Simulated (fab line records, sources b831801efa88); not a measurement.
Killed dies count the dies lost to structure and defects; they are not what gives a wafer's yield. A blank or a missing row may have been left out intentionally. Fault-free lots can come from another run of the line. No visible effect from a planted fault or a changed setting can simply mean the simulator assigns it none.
fab line records    flow sky130
record: lots: 12  wafers: 36  last-day: 50
route steps=708 shown NWELL@66 VIA2@520
lots that met no fault: taken from a fault-free run of the same line
start-h: hours from the record's first day to the start of the lot's first wafer shown    wait-h: hours since the lot's step before    " as in the row above    L1.1+2: several wafers, shown together as one row    - no value present, or no start provided    * or withheld: withheld    < > ~ a bound
route shown NAME@n: a module of which the file shows steps, and the number in the route of the first    usual: the fault-free wafers' mean and standard deviation    same: alike in all rows    chamber/n: place in a boat    sites: per-site readings    _std_site: their standard deviation    _edge_site: the outer-site mean with the inner-site mean subtracted    radius-mm: how far each site lies from the wafer's centre    mask NAME#n: copy n    behind: the tool/chamber that last shaped the wafer    hold: the reason the lot was held/the length of the hold in hours/how it ended    device: whichever transistor did not switch (one of n, p or np)    end of line: the route-end tests of the same wafers    where a step has no rows: the recipe by itself    killed: dies that structure and defects cost at the first sort, which is not the same as the wafer's yield    map: the dies of a wafer, with x for killed, . for not killed, _ for no die there
set.NAME: the setting that was run; set.NAME@STEP: the one run at that earlier step    model.NAME: the simulator's own value behind a step, which no gauge read
one table for each step of the route and one row for each wafer, over a sample of lots
services: when a tool's chamber went out of use (start-h, in hours from the record's first day, below 0 if earlier), for how many hours, and the reason
== steps ==
step: SKY_NWELL_IMPLANT_13
recipe: species: P  energy-kev: 50  dose-cm2: 7e+11  tilt-deg: withheld
usual: beam-energy-keV: 49.999/0.014  dose-ions-cm2: 7e+11/7.3e+08  faraday-current-uA: 3.95/0.073
lot.wafer  tool          chamber  start-h  wait-h  beam-energy-keV  dose-ions-cm2  faraday-current-uA
L930.1     implanter-02  0        110.05   0.1     50.005           7.005e+11      4.03
L930.2     "             0        "        "       50.007           7.001e+11      3.95
L930.3     "             0        "        "       50.003           6.99e+11       3.88
L931.1     implanter-01  0        110.40   0.1     50.022           6.995e+11      4.01
L931.3     "             0        "        "       49.993           6.99e+11       4.00
L931.6     "             0        "        "       50.027           6.995e+11      3.95
L934.1     implanter-04  0        122.20   0.1     49.998           6.999e+11      3.74
L934.3     "             0        "        "       50.006           7e+11          3.89
L934.6     "             0        "        "       49.991           7.008e+11      4.02
L936.2     implanter-02  0        135.57   0.1     50.006           6.991e+11      3.95
L936.3     "             0        "        "       50.018           6.992e+11      3.88
L936.4     "             0        "        "       49.997           6.986e+11      3.97
L937.4     implanter-01  0        146.90   0.1     49.984           1.854e+11      1.03
L937.5     "             0        "        "       49.998           1.84e+11       1.04
L937.6     "             0        "        "       50.008           1.831e+11      1.04
L939.2     implanter-01  0        165.17   0.1     49.995           1.832e+11      1.04
L939.3     "             0        "        "       49.996           1.837e+11      1.01
L939.4     "             0        "        "       49.985           1.832e+11      1.01
L943.2     implanter-02  0        176.65   0.1     50.022           6.996e+11      4.03
L943.3     "             0        "        "       50.016           6.994e+11      3.87
L943.4     "             0        "        "       50.023           7.004e+11      3.92
L944.2     implanter-04  0        177.37   0.1     49.988           7.008e+11      3.86
L944.4     "             0        "        "       49.996           6.993e+11      3.85
L944.6     "             0        "        "       50.012           6.992e+11      4.02
L946.1     implanter-02  0        185.67   0.1     50.023           6.993e+11      3.97
L946.5     "             0        "        "       50.008           6.994e+11      3.94
L946.6     "             0        "        "       50.019           6.999e+11      3.90
L947.1     implanter-04  0        195.92   0.1     50.003           6.997e+11      3.93
L947.3     "             0        "        "       49.981           7.011e+11      3.99
L947.5     "             0        "        "       49.968           6.997e+11      4.04
L948.1     implanter-02  0        196.62   0.1     49.968           7.014e+11      3.96
L948.3     "             0        "        "       49.986           6.994e+11      3.89
L948.6     "             0        "        "       50.005           6.993e+11      3.92
L949.4     implanter-04  0        205.00   0.1     49.983           7.001e+11      4.08
L949.5     "             0        "        "       49.971           7.003e+11      4.00
L949.6     "             0        "        "       49.982           7.008e+11      3.88
step: SKY_NWELL_RS_MEAS_29
recipe: thk-meas-gauge: four-point-probe
usual: NWELL_RS: 624.9/1.3
lot.wafer  tool           chamber  start-h  wait-h  NWELL_RS[ohm/sq]
L930.1     film-metro-01  -        127.89   0.1     622.8
L930.2     "              -        "        "       622.9
L930.3     "              -        "        "       623.6
L931.1     film-metro-01  -        128.54   0.1     626.2
L931.3     "              -        "        "       623.4
L931.6     "              -        "        "       626.4
L934.1     film-metro-01  -        141.88   0.1     625.1
L934.3     "              -        "        "       625.9
L934.6     "              -        "        "       625.0
L936.2     film-metro-03  -        155.66   0.1     626.5
L936.3     "              -        "        "       625.1
L936.4     "              -        "        "       623.5
L937.4     film-metro-03  -        166.67   0.1     642.1
L937.5     "              -        "        "       643.7
L937.6     "              -        "        "       645.0
L939.2     film-metro-03  -        185.68   0.1     643.0
L939.3     "              -        "        "       644.0
L939.4     "              -        "        "       641.1
L943.2     film-metro-01  -        198.30   0.1     624.6
L943.3     "              -        "        "       625.0
L943.4     "              -        "        "       623.8
L944.2     film-metro-04  -        199.55   0.1     624.9
L944.4     "              -        "        "       625.6
L944.6     "              -        "        "       626.7
L946.1     film-metro-03  -        207.53   0.1     623.9
L946.5     "              -        "        "       622.5
L946.6     "              -        "        "       623.8
L947.1     film-metro-01  -        217.54   0.1     626.1
L947.3     "              -        "        "       624.2
L947.5     "              -        "        "       628.4
L948.1     film-metro-03  -        218.71   0.1     624.2
L948.3     "              -        "        "       626.0
L948.6     "              -        "        "       625.5
L949.4     film-metro-01  -        227.85   0.1     626.0
L949.5     "              -        "        "       625.2
L949.6     "              -        "        "       626.1
step: SKY_VIA2_OVL_MEAS_13
usual: VIA2_OVL: -3/4.5
lot.wafer  tool        chamber  start-h  wait-h  VIA2_OVL[nm]
L930.1     overlay-01  -        873.05   0.1     -5
L930.2     "           -        "        "       1
L930.3     "           -        "        "       1
L931.1     overlay-01  -        877.05   0.1     -1
L931.3     "           -        "        "       -4
L931.6     "           -        "        "       1
L934.1     overlay-02  -        897.85   0.1     -3
L934.3     "           -        "        "       4
L934.6     "           -        "        "       -3
L936.2     overlay-02  -        918.16   0.1     -5
L936.3     "           -        "        "       -3
L936.4     "           -        "        "       -4
L937.4     overlay-01  -        926.60   0.1     0
L937.5     "           -        "        "       -8
L937.6     "           -        "        "       3
L939.2     overlay-02  -        947.06   0.1     -10
L939.3     "           -        "        "       3
L939.4     "           -        "        "       -2
L943.2     overlay-01  -        963.52   0.1     -10
L943.3     "           -        "        "       1
L943.4     "           -        "        "       -7
L944.2     overlay-02  -        966.91   0.1     -12
L944.4     "           -        "        "       -12
L944.6     "           -        "        "       -8
L946.1     overlay-01  -        970.69   0.1     4
L946.5     "           -        "        "       -4
L946.6     "           -        "        "       1
L947.1     overlay-01  -        986.00   0.1     -6
L947.3     "           -        "        "       -6
L947.5     "           -        "        "       -4
L948.1     overlay-02  -        990.79   0.1     -6
L948.3     "           -        "        "       -5
L948.6     "           -        "        "       1
L949.4     overlay-01  -        997.77   0.1     -2
L949.5     "           -        "        "       -3
L949.6     "           -        "        "       -2
step: SKY_VIA2_CVD_21
recipe: material: W  target-thk-nm: 420  time-s: 126.4  temp-c: 400  pressure-torr: 40
usual: heater-power-w: 798/32
lot.wafer  tool      chamber  start-h  wait-h  heater-power-w
L930.1     cvd-w-02  0        873.88   0.0     817
L930.2     "         1        "        "       771
L930.3     "         0        "        "       792
L931.1     cvd-w-02  1        877.93   0.0     758
L931.3     "         1        "        "       753
L931.6     "         0        "        "       795
L934.1     cvd-w-01  1        899.10   0.0     900
L934.3     "         0        "        "       802
L934.6     "         0        "        "       822
L936.2     cvd-w-02  0        918.95   0.0     812
L936.3     "         1        "        "       752
L936.4     "         0        "        "       800
L937.4     cvd-w-02  1        927.52   0.1     746
L937.5     "         1        "        "       759
L937.6     "         0        "        "       812
L939.2     cvd-w-01  1        947.85   0.0     814
L939.3     "         0        "        "       775
L939.4     "         1        "        "       811
L943.2     cvd-w-01  1        964.40   0.0     821
L943.3     "         0        "        "       807
L943.4     "         1        "        "       825
L944.2     cvd-w-01  1        967.75   0.0     851
L944.4     "         1        "        "       805
L944.6     "         0        "        "       784
L946.1     cvd-w-01  0        971.52   0.0     798
L946.5     "         0        "        "       808
L946.6     "         1        "        "       856
L947.1     cvd-w-01  1        986.84   0.0     806
L947.3     "         1        "        "       837
L947.5     "         1        "        "       842
L948.1     cvd-w-01  0        991.58   0.0     773
L948.3     "         0        "        "       799
L948.6     "         1        "        "       848
L949.4     cvd-w-02  0        998.59   0.1     832
L949.5     "         0        "        "       835
L949.6     "         1        "        "       771
step: SKY_VIA2_CMP_24
recipe: stop-on: SiO2  t-overpolish-s: 20  down-force-psi: 3.5  platen-rpm: 60  target-thk-nm: 0  pad-velocity-m-s: 0.94248
usual: motor-current-A: 11.0/1.1  overpolish-run-s: 19.998/0.0085  time-to-endpoint-s: 102/3.3
same: t-overpolish-s: 20
lot.wafer  tool    chamber  start-h  wait-h  motor-current-A  overpolish-run-s  time-to-endpoint-s
L930.1     cmp-02  0        874.19   0.1     11.8             19.993            102
L930.2     "       1        "        "       10.9             19.984            101
L930.3     "       2        "        "       11.8             20.004            103
L931.3     cmp-02  3        878.24   0.0     9.8              19.980            100
L931.1     "       2        "        "       12.2             19.993            100
L931.6     "       3        "        "       10.7             20.000            101
L934.1     cmp-02  0        899.46   0.1     11.4             20.013            103
L934.3     "       2        "        "       11.7             19.979            102
L934.6     "       0        "        "       11.8             20.000            103
L936.3     cmp-02  2        919.26   0.0     12.3             19.992            98
L936.4     "       3        "        "       10.7             19.995            101
L936.2     "       1        "        "       10.6             19.995            97
L937.4     cmp-02  3        927.84   0.1     10.2             20.012            103
L937.6     "       2        "        "       11.7             20.000            100
L937.5     "       3        "        "       10.4             19.995            102
L939.2     cmp-02  1        948.16   0.0     11.1             19.998            107
L939.3     "       2        "        "       12.3             20.010            100
L939.4     "       0        "        "       11.4             19.998            106
L943.3     cmp-01  3        964.74   0.1     10.9             19.985            107
L943.4     "       0        "        "       11.1             20.010            106
L943.2     "       1        "        "       11.8             20.001            104
L944.4     cmp-02  1        968.06   0.0     11.4             20.009            106
L944.2     "       3        "        "       10.7             20.010            105
L944.6     "       2        "        "       11.9             19.996            97
L946.1     cmp-02  3        971.98   0.2     10.8             20.007            103
L946.6     "       0        "        "       11.6             19.986            110
L946.5     "       1        "        "       11.3             19.998            101
L947.1     cmp-02  2        987.20   0.1     12.2             19.999            101
L947.3     "       3        "        "       10.9             19.994            101
L947.5     "       1        "        "       11.0             20.006            105
L948.1     cmp-02  1        991.90   0.1     11.6             19.991            98
L948.3     "       2        "        "       11.3             20.008            97
L948.6     "       2        "        "       11.6             20.006            102
L949.4     cmp-01  2        998.89   0.1     8.0              19.998            99
L949.5     "       2        "        "       8.3              19.996            101
L949.6     "       3        "        "       10.8             20.005            100
== services ==
tool    chamber  start-h  hours  kind
cmp-02  -        193.86   1.0    repair
cmp-02  -        227.70   12.0   pm
cmp-02  -        373.85   4.6    pm
cmp-02  -        404.00   4.0    pm
cmp-02  -        441.28   4.4    pm
cmp-02  -        446.67   2.3    repair
cmp-02  -        474.34   6.0    repair
cmp-02  -        517.59   1.6    repair
cmp-02  -        533.38   0.5    repair
cmp-02  -        538.17   1.1    repair
cmp-02  -        573.05   1.3    repair
cmp-02  -        611.24   4.3    repair
cmp-02  -        625.31   2.4    repair
cmp-02  -        627.12   1.8    repair
cmp-02  -        652.05   9.0    repair
cmp-02  -        742.85   8.2    pm
cmp-02  -        751.01   4.0    pm
cmp-02  -        754.61   2.1    repair
cmp-02  -        778.20   0.7    repair
cmp-02  -        794.72   5.2    repair
cmp-02  -        831.01   2.0    repair
cmp-02  -        953.87   1.1    repair
cmp-02  -        980.36   0.3    repair
cmp-02  -        994.34   8.3    repair
== key ==
first-sign: step: SKY_NWELL_IMPLANT_13  reading: dose-ions-cm2  direction: down  sigmas: 99+  usual: *  struck: *
effect: step: SKY_NWELL_IMPLANT_13  reading: faraday-current-uA  direction: down  sigmas: 40  usual: 3.95  struck: 1.03
effect: step: SKY_NWELL_RS_MEAS_29  reading: NWELL_RS  direction: up  sigmas: 14  usual: 624.9  struck: 643.2
met-at SKY_NWELL_IMPLANT_13
struck-lots L937,L939
tester-left-out L937,L939
not-acting-at SKY_VIA2_OVL_MEAS_13,SKY_VIA2_CVD_21,SKY_VIA2_CMP_24
onset-between 110.40 146.90
fault: kind: process-parameter-drift  tool: implanter-01  chamber: -  onset-h: 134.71  steps: SKY_NWELL_IMPLANT_13  channel: dose-cm2  offset: *  shape: step  end-h: 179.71  acts-in: *  stated: *
tester-left-out: of these lots the tester's yield and bins aren't shown, on N5 and GAA mostly nor the transistor test; their killed dies are dies lost to structure and defects alone, not to doping, threshold or leakage, so they don't give the yield
